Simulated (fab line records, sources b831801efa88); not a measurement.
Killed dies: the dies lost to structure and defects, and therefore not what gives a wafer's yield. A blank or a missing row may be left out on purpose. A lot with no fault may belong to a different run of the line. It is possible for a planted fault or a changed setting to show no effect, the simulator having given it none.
Struck lot and sound lot, side by side    flow sky130    44 steps out of a route of 708
Sound: wafers L529.3, L529.4, L529.6. Struck: wafers L540.1, L540.2, L540.5. The cause is given at the end.
Each step with rows lists, per side, the tool, then ch with its chambers, then its first start. Under that, the readings that differ: sound wafers    struck wafers    difference of the means    sigmas: that difference in standard deviations of wafers without a fault.
alike: same words and numbers on both sides, and readings whose means sit less than 2 such deviations apart. not compared: any withheld reading, any reading some wafer has no value for, any bound like >300 that may hide the same value, and any number with overlapping values for which the record gives no deviation.
A row with sigmas, a row that says differs or no value, or rows on one side alone: a step with any of these is where the two part. Numbers that don't overlap but have no deviation are shown without sigmas and don't part them. Lack of a reading on every wafer of one side parts them only where that side has two or more wafers.

first, 2 steps without rows for these wafers: SKY_DNWELL_DEVELOP_06 (develop time 60 s); SKY_DNWELL_IMPLANT_07.
SKY_DNWELL_STRIP_08: strips in O2/N2.
  sound on plasma_asher-01 ch 0,1, day 3 14:39; struck on plasma_asher-01 ch 0,1, day 5 21:36
  alike: drypump_motor_current_A, oes_product_au, strip_time_to_endpoint_s
  not compared: rf_hours_counter_h
SKY_DNWELL_TW_MEAS_09:
  sound on film_metro-03, day 3 14:44; struck on film_metro-03, day 5 21:42
  alike: DNWELL_TW
then, 7 steps without rows for these wafers: SKY_PWDE_DEHYDRATE_00 (time 60 s); SKY_PWDE_HMDS_01 (prime time 60 s); SKY_PWDE_COAT_02 (resist thk 3000 nm); SKY_PWDE_SOFTBAKE_03; SKY_PWDE_EXPOSE_04 (exposes mask PWDEM, target cd 840 nm); SKY_PWDE_PEB_05; SKY_PWDE_DEVELOP_06 (develop time 60 s).
SKY_PWDE_OVL_MEAS_07:
  sound on overlay-01, day 4 06:54; struck on overlay-01, day 6 16:08
  alike: PWDE_OVL
SKY_PWDE_IMPLANT_08:
  sound on implanter-02 ch 0, day 4 06:58; struck on implanter-04 ch 0, day 6 16:10
reading        sound                          struck                        difference  sigmas
dose_ions_cm2  3.596e+12 3.603e+12 3.604e+12  3.83e+12 3.835e+12 3.827e+12  +2.30e+11   +51
  alike: beam_energy_keV
SKY_PWDE_STRIP_09: strips in O2/N2.
  sound on plasma_asher-01 ch 0,1, day 4 07:06; struck on plasma_asher-02 ch 0,1, day 6 16:19
  alike: drypump_motor_current_A, oes_product_au, strip_time_to_endpoint_s
  not compared: rf_hours_counter_h
SKY_PWDE_TW_MEAS_10:
  sound on film_metro-01, day 4 07:11; struck on film_metro-04, day 6 16:25
  alike: PWDE_TW
then, 7 steps without rows for these wafers: SKY_NWELL_DEHYDRATE_03 (time 60 s); SKY_NWELL_HMDS_04 (prime time 60 s); SKY_NWELL_COAT_05 (resist thk 3000 nm); SKY_NWELL_SOFTBAKE_06; SKY_NWELL_EXPOSE_07 (exposes mask NWM, target cd 840 nm); SKY_NWELL_PEB_08; SKY_NWELL_DEVELOP_09 (develop time 60 s).
SKY_NWELL_OVL_MEAS_10:
  sound on overlay-02, day 5 00:34; struck on overlay-01, day 7 12:09
  alike: NWELL_00_OVL
then, 3 steps without rows for these wafers: SKY_NWELL_IMPLANT_11; SKY_NWELL_IMPLANT_12; SKY_NWELL_IMPLANT_13.
SKY_NWELL_STRIP_14: strips in O2/N2.
  sound on plasma_asher-02 ch 0,1, day 5 01:05; struck on plasma_asher-03 ch 0,1, day 7 12:38
  alike: drypump_motor_current_A, oes_product_au, strip_time_to_endpoint_s
  not compared: rf_hours_counter_h
SKY_NWELL_TW_MEAS_15:
  sound on film_metro-03, day 5 01:10; struck on film_metro-04, day 7 12:44
  alike: NWELL_TW
then, 7 steps without rows for these wafers: SKY_NWELL_DEHYDRATE_16 (time 60 s); SKY_NWELL_HMDS_17 (prime time 60 s); SKY_NWELL_COAT_18 (resist thk 3000 nm); SKY_NWELL_SOFTBAKE_19; SKY_NWELL_EXPOSE_20 (exposes mask NWM COMPLEMENT, target cd 840 nm); SKY_NWELL_PEB_21; SKY_NWELL_DEVELOP_22 (develop time 60 s).
SKY_NWELL_OVL_MEAS_23:
  sound on overlay-01, day 5 20:10; struck on overlay-01, day 8 08:56
  alike: NWELL_01_OVL
next, for these wafers, 1 step has no rows: SKY_NWELL_IMPLANT_24.
SKY_NWELL_STRIP_25: strips in O2/N2.
  sound on plasma_asher-04 ch 0,1, day 5 20:22; struck on plasma_asher-04 ch 0,1, day 8 09:07
  alike: drypump_motor_current_A, oes_product_au, strip_time_to_endpoint_s
  not compared: rf_hours_counter_h
SKY_NWELL_TW_MEAS_26:
  sound on film_metro-04, day 5 20:28; struck on film_metro-01, day 8 09:13
  alike: NWELL_2_TW
then, 1 step without rows for these wafers: SKY_NWELL_CLEAN_27 (cleans in SC1/SC2, time 150 s).
SKY_NWELL_RTA_28: time 30 s.
  sound on rtp_anneal-02 ch 0, day 5 20:35; struck on rtp_anneal-01 ch 0, day 8 09:20
  alike: chamber_o2_ppm, lamp_power_pct, wafer_temp_C_max
SKY_NWELL_RS_MEAS_29: a four-point-probe measurement.
  sound on film_metro-01, day 5 20:41; struck on film_metro-01, day 8 09:26
  alike: NWELL_RS
SKY_NWELL_RS_MEAS_31: a four-point-probe measurement.
  sound on film_metro-01, day 5 20:56; struck on film_metro-01, day 8 09:40
reading           sound           struck          difference  sigmas
PWDE_RS (ohm/sq)  5277 5259 5278  5043 5027 5018  -242        -12
-- the record jumps here: 41 days lie between the struck wafers' starts before and after (it left off in module NWELL and takes up again in module PAD_OPEN, whose first step shown is number 708 of the route) --
SKY_PAD_OPEN_PROBE_99:
  sound on prober-02, day 46 02:22; struck on prober-02, day 49 02:41
reading                                    sound           struck          difference  sigmas
model.etest.res_pwde_under_gate.rs_ohm_sq  6116 6121 6074  5881 5887 5860  -228        
  alike: killed_at_M0_to_M3, killed_at_M4_up, killed_at_contacts, killed_at_front_end, killed_at_other, killed_dies, killed_on_rim, killed_open, killed_short

WHERE THEY PART
At SKY_PWDE_IMPLANT_08 first; at SKY_NWELL_RS_MEAS_31 last (within this record only). Later steps at which nothing parts them and some readings are alike: SKY_PAD_OPEN_PROBE_99.

WHY: whatever the simulator had introduced
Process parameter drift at SKY_PWDE_IMPLANT_08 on implanter-04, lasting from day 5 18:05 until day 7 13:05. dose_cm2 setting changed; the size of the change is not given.
